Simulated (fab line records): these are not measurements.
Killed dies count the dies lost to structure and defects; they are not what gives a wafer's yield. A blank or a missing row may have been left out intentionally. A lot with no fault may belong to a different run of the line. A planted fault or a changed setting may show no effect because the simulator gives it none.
Check of tool commonality / flow sky130 / Sampled: 12 lots, 45 wafers

== REASON IT WAS OPENED ==
Of 12 lots, 3 have the reading VT_ADJUST_LVTN_TW flagged at SKY_VT_ADJUST_LVTN_TW_MEAS_10. Wafers without a fault read 241.3, standard deviation 1.8.
Rule: a lot gets a flag if all its wafers with a number sit over 4 standard deviations from that mean, or if no wafer of it has a number. The rest of the lots are taken to be sound.

lot=L993; measured=day 6 23:22; on=filmMetro-04; VT_ADJUST_LVTN_TW, wafer by wafer=244.3 243.7 243.5; flag=
lot=L995; measured=day 7 12:07; on=filmMetro-02; VT_ADJUST_LVTN_TW, wafer by wafer=239.9 239.7 240.8; flag=
lot=L998; measured=day 8 05:44; on=filmMetro-02; VT_ADJUST_LVTN_TW, wafer by wafer=240.7 240.1 237.6; flag=
lot=L105; measured=day 10 05:27; on=filmMetro-04; VT_ADJUST_LVTN_TW, wafer by wafer=244.5 244.1 243.5; flag=
lot=L106; measured=day 10 13:18; on=filmMetro-02; VT_ADJUST_LVTN_TW, wafer by wafer=1347.0 1339.2 1336.9 1342.8 1343.0 1341.9; flag=FLAGGED
lot=L107; measured=day 10 17:26; on=filmMetro-01; VT_ADJUST_LVTN_TW, wafer by wafer=1349.9 1355.3 1343.3 1345.1 1353.9 1342.8; flag=FLAGGED
lot=L108; measured=day 10 21:12; on=filmMetro-04; VT_ADJUST_LVTN_TW, wafer by wafer=1367.0 1365.0 1360.3 1365.5 1371.8 1368.8; flag=FLAGGED
lot=L110; measured=day 11 16:07; on=filmMetro-04; VT_ADJUST_LVTN_TW, wafer by wafer=243.3 242.8 242.6; flag=
lot=L112; measured=day 12 03:01; on=filmMetro-04; VT_ADJUST_LVTN_TW, wafer by wafer=243.6 244.8 244.8; flag=
lot=L113; measured=day 12 13:33; on=filmMetro-04; VT_ADJUST_LVTN_TW, wafer by wafer=243.8 243.3 243.7; flag=
lot=L115; measured=day 13 01:09; on=filmMetro-02; VT_ADJUST_LVTN_TW, wafer by wafer=239.5 240.3 239.6; flag=
lot=L116; measured=day 13 07:11; on=filmMetro-01; VT_ADJUST_LVTN_TW, wafer by wafer=242.8 241.0 240.7; flag=
The numbers of the flagged lots are 1352.2 on average: +1110.9 against the usual, or +99 or more standard deviations.

== TOOL THAT RAN EACH LOT ==
2 process steps preceding the reading are held in the record, out of 708 steps in the route. Each cell gives the tool, then ch followed by the chambers the sampled wafers passed through, then the start.
lot=L993; flag=; SKY_FIELD_ISO_CMP_27=cmp-01 ch 1,2, day 2 11:10; SKY_VT_ADJUST_HVTP_COAT_02=lithoTrack-02 ch 0, day 5 19:04
lot=L995; flag=; SKY_FIELD_ISO_CMP_27=cmp-02 ch 0,2,3, day 2 21:16; SKY_VT_ADJUST_HVTP_COAT_02=lithoTrack-03 ch 0, day 6 06:53
lot=L998; flag=; SKY_FIELD_ISO_CMP_27=cmp-02 ch 0,2, day 3 11:44; SKY_VT_ADJUST_HVTP_COAT_02=lithoTrack-03 ch 0, day 6 22:25
lot=L105; flag=; SKY_FIELD_ISO_CMP_27=cmp-02 ch 1,2,3, day 5 01:47; SKY_VT_ADJUST_HVTP_COAT_02=lithoTrack-04 ch 0, day 8 19:51
lot=L106; flag=FLAGGED; SKY_FIELD_ISO_CMP_27=cmp-02 ch 0,3, day 5 07:04; SKY_VT_ADJUST_HVTP_COAT_02=lithoTrack-03, day 9 03:34
lot=L107; flag=FLAGGED; SKY_FIELD_ISO_CMP_27=cmp-02 ch 0,1,2, day 5 09:57; SKY_VT_ADJUST_HVTP_COAT_02=lithoTrack-03, day 9 07:22
lot=L108; flag=FLAGGED; SKY_FIELD_ISO_CMP_27=cmp-01 ch 0,3, day 5 14:19; SKY_VT_ADJUST_HVTP_COAT_02=lithoTrack-04, day 9 11:21
lot=L110; flag=; SKY_FIELD_ISO_CMP_27=cmp-01 ch 0,2,3, day 6 02:54; SKY_VT_ADJUST_HVTP_COAT_02=lithoTrack-02 ch 0, day 10 04:50
lot=L112; flag=; SKY_FIELD_ISO_CMP_27=cmp-01 ch 0,3, day 6 14:24; SKY_VT_ADJUST_HVTP_COAT_02=lithoTrack-03 ch 0, day 10 15:40
lot=L113; flag=; SKY_FIELD_ISO_CMP_27=cmp-01 ch 0,1,2, day 6 19:01; SKY_VT_ADJUST_HVTP_COAT_02=lithoTrack-03 ch 0, day 11 02:10
lot=L115; flag=; SKY_FIELD_ISO_CMP_27=cmp-02 ch 1,2,3, day 7 06:21; SKY_VT_ADJUST_HVTP_COAT_02=lithoTrack-04 ch 0, day 11 13:03
lot=L116; flag=; SKY_FIELD_ISO_CMP_27=cmp-02 ch 0,2, day 7 10:47; SKY_VT_ADJUST_HVTP_COAT_02=lithoTrack-03 ch 0, day 11 17:40
What is done by these steps:
- SKY_FIELD_ISO_CMP_27: polishes, stops on Si3N4, t overpolish 16 s, target thk 457.8 nm.
- SKY_VT_ADJUST_HVTP_COAT_02: resist thk 1140 nm.
- SKY_VT_ADJUST_LVTN_TW_MEAS_10

== FLAGGED OVER TOTAL, TOOL BY TOOL (the gauges that took the reading come last) ==
step=SKY_FIELD_ISO_CMP_27; tool=cmp-01; lots run=5; flagged=1; share of the flagged lots=some; sound lots run after its first flagged lot=3 (L110,L112,L113)
step=SKY_FIELD_ISO_CMP_27; tool=cmp-02; lots run=7; flagged=2; share of the flagged lots=some; sound lots run after its first flagged lot=2 (L115,L116)
step=SKY_VT_ADJUST_HVTP_COAT_02; tool=lithoTrack-02; lots run=2; flagged=0; share of the flagged lots=none; sound lots run after its first flagged lot=-
step=SKY_VT_ADJUST_HVTP_COAT_02; tool=lithoTrack-03; lots run=7; flagged=2; share of the flagged lots=some; sound lots run after its first flagged lot=3 (L112,L113,L116)
step=SKY_VT_ADJUST_HVTP_COAT_02; tool=lithoTrack-04; lots run=3; flagged=1; share of the flagged lots=some; sound lots run after its first flagged lot=1 (L115)
step=SKY_VT_ADJUST_LVTN_TW_MEAS_10; tool=filmMetro-01; lots run=2; flagged=1; share of the flagged lots=some; sound lots run after its first flagged lot=1 (L116)
step=SKY_VT_ADJUST_LVTN_TW_MEAS_10; tool=filmMetro-02; lots run=4; flagged=1; share of the flagged lots=some; sound lots run after its first flagged lot=1 (L115)
step=SKY_VT_ADJUST_LVTN_TW_MEAS_10; tool=filmMetro-04; lots run=6; flagged=1; share of the flagged lots=some; sound lots run after its first flagged lot=3 (L110,L112,L113)

== THE TABLE: WHAT IT ALLOWS ==
No row of the table ran every flagged lot.

== WHAT THE SIMULATOR HAD INSERTED ==
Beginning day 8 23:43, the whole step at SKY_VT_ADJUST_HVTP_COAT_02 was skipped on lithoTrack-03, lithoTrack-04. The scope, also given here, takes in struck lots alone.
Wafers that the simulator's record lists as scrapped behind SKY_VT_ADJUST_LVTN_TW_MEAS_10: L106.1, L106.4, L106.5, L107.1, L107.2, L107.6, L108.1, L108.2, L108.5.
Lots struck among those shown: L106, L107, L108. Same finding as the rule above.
